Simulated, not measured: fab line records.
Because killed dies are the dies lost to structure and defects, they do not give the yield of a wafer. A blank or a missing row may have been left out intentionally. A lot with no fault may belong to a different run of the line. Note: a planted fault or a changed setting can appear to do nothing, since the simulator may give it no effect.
Matching of chambers    flow sky130    SKY_VIA2_ETCH_15 on rie-diel-04: 4 sister chambers
The step etches SiO2 in C4F8/O2/Ar, stops on TiN, target depth 546 nm, time 84 s. 4 wafers are shown with their chamber, then 8 later ones without.

WAFERS, EACH WITH ITS CHAMBER
wafer   chamber  oes-product-au (a.u.)
L518.3  3        0.933
L519.2  2        0.939
L519.4  0        0.944
L520.2  1        0.933

WAFERS WITHOUT THEIR CHAMBER
wafer   oes-product-au (a.u.)
L520.5  0.933
L520.6  0.932
L521.1  0.943
L521.4  0.943
L521.5  0.946
L523.1  0.936
L523.5  0.947
L523.6  0.943

CHAMBER TAKEN BY EACH
wafer    from the rows above            in truth
L520.5   can't be placed: 1 or 3        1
L520.6   can't be placed: 1 or 3        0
L521.1   can't be placed: 0 or 2        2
L521.4   can't be placed: 0 or 2        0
L521.5   0                              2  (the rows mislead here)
L523.1   can't be placed: 2 or 1 or 3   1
L523.5   0                              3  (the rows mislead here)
L523.6   can't be placed: 0 or 2        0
0 of 8 placed correctly. Can't be placed from these rows: 6 (the true chamber is among the candidates in 5). Wrongly placed: 2.
How it was worked out, from the rows above alone: a wafer's distance from a chamber is the root of the sum, over the readings, of the square of ((its reading less the chamber's mean) divided by the reading's scatter). The wafer belongs to the nearest chamber; if the next one is less than 2 further off, it can't be placed. The mean given for a chamber averages the wafers shown for that chamber. The scatter: root of mean squared gap, hidden wafer to nearest shown wafer, with one shown wafer a chamber.
